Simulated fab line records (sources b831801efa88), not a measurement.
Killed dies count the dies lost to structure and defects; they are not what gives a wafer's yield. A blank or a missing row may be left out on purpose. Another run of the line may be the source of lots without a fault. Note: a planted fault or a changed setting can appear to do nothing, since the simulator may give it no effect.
Which tool is to blame? -- flow gf180mcu -- 15 lots, 45 wafers sampled, at 1 step of a route of 602

WHAT EACH GAUGE READ, for each wafer
GF_V2_THK_MEAS_03.
lot,measured,on,V2_CVD_02_THK (nm)
L754,day 19 20:47,film metro-02,830 824 837
L755,day 20 12:38,film metro-04,864 857 868
L756,day 21 06:16,film metro-02,843 864 853
L757,day 21 16:08,film metro-04,832 842 828
L760,day 22 10:50,film metro-02,833 852 848
L761,day 22 23:11,film metro-04,843 834 846
L763,day 23 09:58,film metro-02,845 857 859
L762,day 23 15:06,film metro-04,845 844 860
L765,day 24 01:30,film metro-04,847 852 860
L766,day 24 12:14,film metro-01,848 853 865
L767,day 24 21:14,film metro-01,847 850 858
L768,day 25 14:59,film metro-04,837 840 846
L771,day 26 07:26,film metro-02,853 848 854
L776,day 27 12:44,film metro-01,864 862 855
L775,day 27 15:02,film metro-04,857 848 875

TOOL THAT RAN EACH LOT (tool first, then ch and the chambers of the sampled wafers, then the start)
There is no process step in the record ahead of these readings.

WHAT THE TOOLS THEMSELVES READ (means of the sampled wafers that have a number; where no wafer has one, the mark that the record gives instead)
The record holds no such reading with a usual standard deviation.

THE ANSWER, worked out from the rows above alone
Rule: the usual values come from the lots themselves. Put in order of their means at a reading, lots are off if they are a third of the lots or fewer, leave a main group of 4 or more, and stand apart from it by a gap of 3 or more times the standard deviation of the main group's means; of several such gaps the widest counts. A main group is skipped when, at the precision printed for the reading in the tables above, its means are all equal. A lot without any number at a reading at which 4 lots or more have one is off too. Where the step has rows for the other lots, those lots are counted as sound. First the gauges in route order, then the tools' own readings, where a lot's mean is used as printed above. The first step at which some lot is off is used, and at that step the reading that is off furthest; a lot without a number counts as furthest.
No lot is off on any of the readings shown, so nothing can be concluded from this.

WHAT WAS PUT IN BY THE SIMULATOR
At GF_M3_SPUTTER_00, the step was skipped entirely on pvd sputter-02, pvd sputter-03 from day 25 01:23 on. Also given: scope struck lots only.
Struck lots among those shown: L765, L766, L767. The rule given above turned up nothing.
